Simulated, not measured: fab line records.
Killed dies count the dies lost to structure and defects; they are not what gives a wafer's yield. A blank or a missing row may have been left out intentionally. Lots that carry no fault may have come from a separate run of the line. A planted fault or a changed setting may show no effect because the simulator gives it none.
Matching of chambers -- flow sfq-line -- SFQ_TRILAYER_I1_CMP_CMP_046 on cmp-02 has 4 sister chambers
The step polishes SiO2. 18 wafers are shown with their chamber, then 8 later ones without.

## EACH WAFER AND ITS CHAMBER
wafer,chamber,motor-current-A (A),time-to-endpoint-s (s),platen-rpm (rpm)
L126.3,3,8.8,229,59.96
L126.4,2,11.6,232,59.97
L126.5,2,11.9,233,59.98
L127.2,3,8.3,207,60.00
L127.5,3,8.7,217,60.07
L127.6,2,11.8,214,60.04
L129.4,0,10.4,218,59.93
L129.1,3,8.7,216,59.98
L129.6,1,10.8,226,59.98
L131.2,2,12.3,224,59.97
L131.3,0,10.1,219,60.09
L134.4,0,10.8,216,60.04
L134.5,3,8.5,223,60.03
L134.6,2,11.7,228,60.03
L143.2,0,10.2,219,59.98
L143.5,0,10.3,224,60.01
L143.6,1,9.8,225,60.03
L145.2,3,8.5,216,60.00

SIGNATURES (means of the wafers above)
reading,chamber 0,chamber 1,chamber 2,chamber 3,scatter within a chamber
motor-current-A,10.360,10.300,11.860,8.583,0.299
time-to-endpoint-s,219.20,225.50,226.20,218.00,6.26
platen-rpm,60.0100,60.0050,59.9980,60.0067,0.0448
Rule: a wafer's distance from a chamber is the root of the sum, over the readings, of the square of ((its reading less the chamber's mean) divided by the reading's scatter). If the next closest chamber is less than 2 further off than the closest, the wafer can't be placed; otherwise it belongs to the closest. The scatter: take each reading less its chamber's mean, square it, sum over the shown wafers, divide by the number of wafers less the number of chambers, and take the root.

## WAFERS WHOSE CHAMBER IS MISSING
wafer,motor-current-A (A),time-to-endpoint-s (s),platen-rpm (rpm)
L145.3,10.0,225,60.02
L145.6,11.5,229,59.99
L146.1,12.0,225,59.99
L146.2,8.8,209,60.06
L146.6,10.8,223,60.01
L147.1,10.7,208,60.05
L147.2,10.0,202,60.03
L147.4,11.8,217,59.95

## EACH ONE'S CHAMBER
wafer,from the rows above,in truth
L145.3,can't be placed: 1 or 0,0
L145.6,2,2
L146.1,2,2
L146.2,3,3
L146.6,can't be placed: 0 or 1 or 2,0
L147.1,can't be placed: 0 or 1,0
L147.2,can't be placed: 0 or 1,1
L147.4,2,2
4 of 8 placed correctly. Cannot be placed on the basis of these rows: 4; the candidates contain the true chamber in 4. 0 placed wrongly.
